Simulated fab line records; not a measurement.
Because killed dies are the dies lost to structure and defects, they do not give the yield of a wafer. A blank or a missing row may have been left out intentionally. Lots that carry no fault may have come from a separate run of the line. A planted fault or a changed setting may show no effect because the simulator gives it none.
fab line records | flow sky130
record: lots: 12 | wafers: 36 | last_day: 50
route steps=708 shown FIELD_ISO@1 VT_ADJUST_NCORE@123 METAL1@439
lots untouched by any fault: they come from a run of this same line in which no faults occurred
start_h: hours from the record's first day to the start of the lot's first wafer shown | wait_h: how many hours have passed since the lot's step before this one | " the same as in the row above | L1.1+2: one row covering several wafers at once | - no value, or no start was given | * or withheld: withheld | < > ~ a bound
route shown NAME@n: names a module that has steps shown in the file, with the first one's number in the route | usual: mean/standard deviation of fault-free wafers | same: alike in all rows | chamber/n: place in a boat | sites: the reading at each site | _std_site: how widely they spread, as a standard deviation | _edge_site: mean of outer sites minus mean of inner sites | radius_mm: for every site, how far away it sits from the centre of the wafer | mask NAME#n: copy n | behind: tool/chamber where the wafer was last shaped | hold: why the lot went on hold/how many hours it stayed there/how the hold came to an end | device: names the non-switching transistor (n, p or np) | end of line: the tests these same wafers got at the end of their route | for a step that has no rows: nothing shown but its recipe | killed: dies lost to structure and defects at the first sort, not the wafer's yield | map: shows each die of a wafer: x if killed, . if not, _ if none is there
set.NAME: the setting that was run; set.NAME@STEP: the one run at that earlier step | model.NAME: the simulator's own value behind a step, which no gauge read
one table for each step of the route and one row for each wafer, over a sample of lots
services: when a tool's chamber went out of use (start_h, in hours from the record's first day, below 0 if earlier), for how many hours, and the reason
== steps ==
step: SKY_FIELD_ISO_BOW_MEAS_00
recipe: mode: bow
usual: INCOMING_BOW: 0/6.1
lot.wafer | tool          | chamber | start_h | wait_h | INCOMING_BOW[um]
L333.1    | film_metro-02 | -       | 10.00   | -      | 8
L333.2    | "             | -       | "       | "      | -2
L333.5    | "             | -       | "       | "      | -4
L340.3    | film_metro-02 | -       | 45.04   | -      | 3
L340.5    | "             | -       | "       | "      | -14
L340.6    | "             | -       | "       | "      | 5
L341.1    | film_metro-03 | -       | 50.00   | -      | 7
L341.3    | "             | -       | "       | "      | 2
L341.5    | "             | -       | "       | "      | -5
L343.1    | film_metro-03 | -       | 60.00   | -      | 8
L343.3    | "             | -       | "       | "      | -7
L343.5    | "             | -       | "       | "      | 1
L344.1    | film_metro-02 | -       | 65.00   | -      | 2
L344.3    | "             | -       | "       | "      | -1
L344.4    | "             | -       | "       | "      | 7
L345.1    | film_metro-01 | -       | 70.00   | -      | 1
L345.2    | "             | -       | "       | "      | 1
L345.6    | "             | -       | "       | "      | 0
L347.2    | film_metro-01 | -       | 80.02   | -      | -3
L347.3    | "             | -       | "       | "      | 4
L347.6    | "             | -       | "       | "      | -2
L349.2    | film_metro-02 | -       | 90.02   | -      | 4
L349.3    | "             | -       | "       | "      | 6
L349.4    | "             | -       | "       | "      | -11
L350.2    | film_metro-02 | -       | 95.02   | -      | 0
L350.4    | "             | -       | "       | "      | 9
L350.5    | "             | -       | "       | "      | 0
L351.2    | film_metro-02 | -       | 100.02  | -      | 12
L351.5    | "             | -       | "       | "      | -3
L351.6    | "             | -       | "       | "      | -7
L352.2    | film_metro-02 | -       | 105.02  | -      | 5
L352.3    | "             | -       | "       | "      | 5
L352.5    | "             | -       | "       | "      | -1
L356.1    | film_metro-01 | -       | 125.00  | -      | -7
L356.2    | "             | -       | "       | "      | -4
L356.4    | "             | -       | "       | "      | 7
step: SKY_FIELD_ISO_THK_MEAS_04
recipe: reads: Si3N4_of_FIELD_ISO_CVD_03
usual: FIELD_ISO_CVD_03_THK: 166.5/1.5
lot.wafer | tool          | chamber | start_h | wait_h | FIELD_ISO_CVD_03_THK[nm]
L333.1    | film_metro-02 | -       | 14.63   | 0.0    | 167.7
L333.2    | "             | -       | "       | "      | 166.0
L333.5    | "             | -       | "       | "      | 166.6
L340.3    | film_metro-02 | -       | 50.93   | 0.0    | 168.6
L340.5    | "             | -       | "       | "      | 169.6
L340.6    | "             | -       | "       | "      | 166.9
L341.1    | film_metro-02 | -       | 56.31   | 0.0    | 168.6
L341.3    | "             | -       | "       | "      | 166.6
L341.5    | "             | -       | "       | "      | 167.7
L343.1    | film_metro-03 | -       | 63.48   | 0.0    | 166.2
L343.3    | "             | -       | "       | "      | 165.4
L343.5    | "             | -       | "       | "      | 165.0
L344.1    | film_metro-01 | -       | 69.23   | 0.0    | 165.3
L344.3    | "             | -       | "       | "      | 166.2
L344.4    | "             | -       | "       | "      | 165.0
L345.1    | film_metro-02 | -       | 76.35   | 0.0    | 166.4
L345.2    | "             | -       | "       | "      | 166.0
L345.6    | "             | -       | "       | "      | 165.9
L347.2    | film_metro-01 | -       | 83.77   | 0.0    | 168.1
L347.3    | "             | -       | "       | "      | 167.9
L347.6    | "             | -       | "       | "      | 169.0
L349.2    | film_metro-01 | -       | 94.26   | 0.0    | 165.0
L349.3    | "             | -       | "       | "      | 164.8
L349.4    | "             | -       | "       | "      | 166.4
L350.2    | film_metro-03 | -       | 112.00  | 0.0    | 169.7
L350.4    | "             | -       | "       | "      | 170.0
L350.5    | "             | -       | "       | "      | 169.4
L351.2    | film_metro-02 | -       | 112.00  | 0.0    | 165.5
L351.5    | "             | -       | "       | "      | 167.4
L351.6    | "             | -       | "       | "      | 167.1
L352.2    | film_metro-01 | -       | 112.00  | 0.0    | 167.2
L352.3    | "             | -       | "       | "      | 166.4
L352.5    | "             | -       | "       | "      | 166.6
L356.1    | film_metro-02 | -       | 129.67  | 0.0    | 168.1
L356.2    | "             | -       | "       | "      | 167.3
L356.4    | "             | -       | "       | "      | 166.3
step: SKY_VT_ADJUST_NCORE_EXPOSE_04
recipe: mask_id: LVTN_COMPLEMENT_THIN | na: 0.6 | source_shape: conventional | sigma_outer: 0.6 | polarization: unpolarized | target_cd_nm: 380 | dose_mj: 139
usual: reticle_temp_C: 23.00/0.11
lot.wafer | tool             | chamber | start_h | wait_h | mask                   | reticle_temp_C
L333.1    | iline_stepper-01 | 0       | 172.69  | -      | LVTN_COMPLEMENT_THIN#0 | 23.00
L333.2    | "                | 0       | "       | "      | LVTN_COMPLEMENT_THIN#0 | 22.98
L333.5    | "                | 0       | "       | "      | LVTN_COMPLEMENT_THIN#0 | 23.16
L340.3    | iline_stepper-01 | 0       | 222.61  | -      | LVTN_COMPLEMENT_THIN#0 | 23.11
L340.5    | "                | 0       | "       | "      | LVTN_COMPLEMENT_THIN#0 | 23.00
L340.6    | "                | 0       | "       | "      | LVTN_COMPLEMENT_THIN#0 | 23.08
L341.1    | iline_stepper-02 | 0       | 228.54  | -      | LVTN_COMPLEMENT_THIN#0 | 23.21
L341.3    | "                | 0       | "       | "      | LVTN_COMPLEMENT_THIN#0 | 23.01
L341.5    | "                | 0       | "       | "      | LVTN_COMPLEMENT_THIN#0 | 22.99
L343.1    | iline_stepper-01 | 0       | 238.43  | -      | LVTN_COMPLEMENT_THIN#0 | 23.12
L343.3    | "                | 0       | "       | "      | LVTN_COMPLEMENT_THIN#0 | 23.05
L343.5    | "                | 0       | "       | "      | LVTN_COMPLEMENT_THIN#0 | 23.12
L344.1    | iline_stepper-01 | 0       | 247.54  | -      | LVTN_COMPLEMENT_THIN#0 | 23.04
L344.3    | "                | 0       | "       | "      | LVTN_COMPLEMENT_THIN#0 | 22.91
L344.4    | "                | 0       | "       | "      | LVTN_COMPLEMENT_THIN#0 | 22.87
L345.1    | iline_stepper-02 | 0       | 252.49  | -      | LVTN_COMPLEMENT_THIN#0 | 22.98
L345.2    | "                | 0       | "       | "      | LVTN_COMPLEMENT_THIN#0 | 23.14
L345.6    | "                | 0       | "       | "      | LVTN_COMPLEMENT_THIN#0 | 23.06
L347.2    | iline_stepper-01 | 0       | 264.56  | -      | LVTN_COMPLEMENT_THIN#0 | 23.02
L347.3    | "                | 0       | "       | "      | LVTN_COMPLEMENT_THIN#0 | 22.91
L347.6    | "                | 0       | "       | "      | LVTN_COMPLEMENT_THIN#0 | 22.94
L349.2    | iline_stepper-01 | 0       | 284.08  | -      | LVTN_COMPLEMENT_THIN#0 | 23.09
L349.3    | "                | 0       | "       | "      | LVTN_COMPLEMENT_THIN#0 | 23.13
L349.4    | "                | 0       | "       | "      | LVTN_COMPLEMENT_THIN#0 | 23.12
L350.2    | iline_stepper-02 | 0       | 304.59  | -      | LVTN_COMPLEMENT_THIN#0 | 23.08
L350.4    | "                | 0       | "       | "      | LVTN_COMPLEMENT_THIN#0 | 23.11
L350.5    | "                | 0       | "       | "      | LVTN_COMPLEMENT_THIN#0 | 23.04
L351.2    | iline_stepper-01 | 0       | 306.64  | -      | LVTN_COMPLEMENT_THIN#0 | 22.90
L351.5    | "                | 0       | "       | "      | LVTN_COMPLEMENT_THIN#0 | 22.95
L351.6    | "                | 0       | "       | "      | LVTN_COMPLEMENT_THIN#0 | 22.95
L352.2    | iline_stepper-02 | 0       | 309.46  | -      | LVTN_COMPLEMENT_THIN#0 | 22.86
L352.3    | "                | 0       | "       | "      | LVTN_COMPLEMENT_THIN#0 | 22.89
L352.5    | "                | 0       | "       | "      | LVTN_COMPLEMENT_THIN#0 | 23.00
L356.1    | iline_stepper-02 | 0       | 335.00  | -      | LVTN_COMPLEMENT_THIN#0 | 23.03
L356.2    | "                | 0       | "       | "      | LVTN_COMPLEMENT_THIN#0 | 22.92
L356.4    | "                | 0       | "       | "      | LVTN_COMPLEMENT_THIN#0 | 22.99
step: SKY_VT_ADJUST_NCORE_OVL_MEAS_08
usual: VT_ADJUST_NCORE_OVL: -0.2/1.3
lot.wafer | tool       | chamber | start_h | wait_h | VT_ADJUST_NCORE_OVL[nm]
L333.1    | overlay-02 | -       | 182.78  | 0.1    | 0.9
L333.2    | "          | -       | "       | "      | -0.3
L333.5    | "          | -       | "       | "      | 1.0
L340.3    | overlay-02 | -       | 233.08  | 0.1    | 2.0
L340.5    | "          | -       | "       | "      | 1.6
L340.6    | "          | -       | "       | "      | 0.1
L341.1    | overlay-02 | -       | 239.47  | 0.1    | -0.1
L341.3    | "          | -       | "       | "      | 0.6
L341.5    | "          | -       | "       | "      | 0.4
L343.1    | overlay-01 | -       | 250.37  | 0.1    | -1.5
L343.3    | "          | -       | "       | "      | -1.4
L343.5    | "          | -       | "       | "      | 0.0
L344.1    | overlay-02 | -       | 259.21  | 0.1    | -0.7
L344.3    | "          | -       | "       | "      | 0.4
L344.4    | "          | -       | "       | "      | -1.1
L345.1    | overlay-02 | -       | 264.22  | 0.1    | -0.6
L345.2    | "          | -       | "       | "      | -1.9
L345.6    | "          | -       | "       | "      | -1.1
L347.2    | overlay-01 | -       | 277.36  | 0.1    | -147.6
L347.3    | "          | -       | "       | "      | -147.2
L347.6    | "          | -       | "       | "      | -146.8
L349.2    | overlay-01 | -       | 296.31  | 0.1    | -148.8
L349.3    | "          | -       | "       | "      | -149.1
L349.4    | "          | -       | "       | "      | -147.2
L350.2    | overlay-01 | -       | 316.77  | 0.1    | 0.9
L350.4    | "          | -       | "       | "      | -1.1
L350.5    | "          | -       | "       | "      | -2.1
L351.2    | overlay-02 | -       | 318.79  | 0.1    | -147.4
L351.5    | "          | -       | "       | "      | -147.6
L351.6    | "          | -       | "       | "      | -146.3
L352.2    | overlay-02 | -       | 321.49  | 0.1    | -1.6
L352.3    | "          | -       | "       | "      | -2.2
L352.5    | "          | -       | "       | "      | -0.1
L356.1    | overlay-01 | -       | 346.83  | 0.1    | 0.9
L356.2    | "          | -       | "       | "      | 0.3
L356.4    | "          | -       | "       | "      | 3.4
step: SKY_METAL1_RS_MEAS_05
recipe: thk_meas_gauge: four-point-probe | reads: TiN_of_METAL1_SPUTTER_04+Ti_of_METAL1_SPUTTER_03+AlCu_of_METAL1_SPUTTER_02+TiN_of_METAL1_SPUTTER_01+Ti_of_METAL1_SPUTTER_00
usual: METAL1_ALCU_RS: 0.1265/0.0019
lot.wafer | tool          | chamber | start_h | wait_h | METAL1_ALCU_RS[ohm/sq]
L333.1    | film_metro-04 | -       | 732.53  | 0.0    | 0.1263
L333.2    | "             | -       | "       | "      | 0.1262
L333.5    | "             | -       | "       | "      | 0.1251
L340.3    | film_metro-02 | -       | 800.80  | 0.1    | 0.1252
L340.5    | "             | -       | "       | "      | 0.1262
L340.6    | "             | -       | "       | "      | 0.1252
L341.1    | film_metro-04 | -       | 801.91  | 0.0    | 0.1260
L341.3    | "             | -       | "       | "      | 0.1264
L341.5    | "             | -       | "       | "      | 0.1253
L343.1    | film_metro-04 | -       | 815.07  | 0.0    | 0.1243
L343.3    | "             | -       | "       | "      | 0.1243
L343.5    | "             | -       | "       | "      | 0.1240
L344.1    | film_metro-03 | -       | 825.30  | 0.0    | 0.1311
L344.3    | "             | -       | "       | "      | 0.1306
L344.4    | "             | -       | "       | "      | 0.1317
L345.1    | film_metro-04 | -       | 831.00  | 0.0    | 0.1299
L345.2    | "             | -       | "       | "      | 0.1277
L345.6    | "             | -       | "       | "      | 0.1296
L347.2    | film_metro-02 | -       | 848.49  | 0.0    | 0.1269
L347.3    | "             | -       | "       | "      | 0.1268
L347.6    | "             | -       | "       | "      | 0.1257
L349.2    | film_metro-04 | -       | 864.75  | 0.0    | 0.1258
L349.3    | "             | -       | "       | "      | 0.1277
L349.4    | "             | -       | "       | "      | 0.1264
L351.2    | film_metro-04 | -       | 883.06  | 0.0    | 0.1270
L351.5    | "             | -       | "       | "      | 0.1278
L351.6    | "             | -       | "       | "      | 0.1262
L350.2    | film_metro-03 | -       | 888.04  | 0.0    | 0.1272
L350.4    | "             | -       | "       | "      | 0.1278
L350.5    | "             | -       | "       | "      | 0.1260
L352.2    | film_metro-04 | -       | 888.36  | 0.0    | 0.1253
L352.3    | "             | -       | "       | "      | 0.1272
L352.5    | "             | -       | "       | "      | 0.1269
L356.1    | film_metro-02 | -       | 908.20  | 0.0    | 0.1286
L356.2    | "             | -       | "       | "      | 0.1264
L356.4    | "             | -       | "       | "      | 0.1263
== services ==
tool             | chamber | start_h | hours | kind
iline_stepper-02 | -       | 223.43  | 1.6   | repair
iline_stepper-02 | -       | 229.01  | 11.9  | repair
iline_stepper-02 | 0       | 236.17  | -     | calibration
iline_stepper-02 | -       | 256.77  | 1.7   | pm
iline_stepper-01 | 0       | 286.21  | -     | calibration
iline_stepper-01 | -       | 325.59  | 6.8   | repair
== key ==
first_sign: step: SKY_VT_ADJUST_NCORE_OVL_MEAS_08 | reading: VT_ADJUST_NCORE_OVL | direction: down | sigmas: 99+ | usual: -0.2 | struck: -147.6
effect none on later readings
met_at SKY_VT_ADJUST_NCORE_EXPOSE_04
struck_lots L347,L349,L351
tester_left_out L347,L349,L351
not_acting_at SKY_FIELD_ISO_BOW_MEAS_00,SKY_FIELD_ISO_THK_MEAS_04,SKY_METAL1_RS_MEAS_05
onset_between 247.54 264.56
fault: kind: scanner_matching_overlay | tool: iline_stepper-01 | chamber: - | onset_h: 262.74 | steps: SKY_VT_ADJUST_NCORE_EXPOSE_04 | offset: -146.92
tester_left_out: of these lots the tester's yield and bins aren't shown, on N5 and GAA mostly nor the transistor test; their killed dies are dies lost to structure and defects alone, not to doping, threshold or leakage, so they don't give the yield
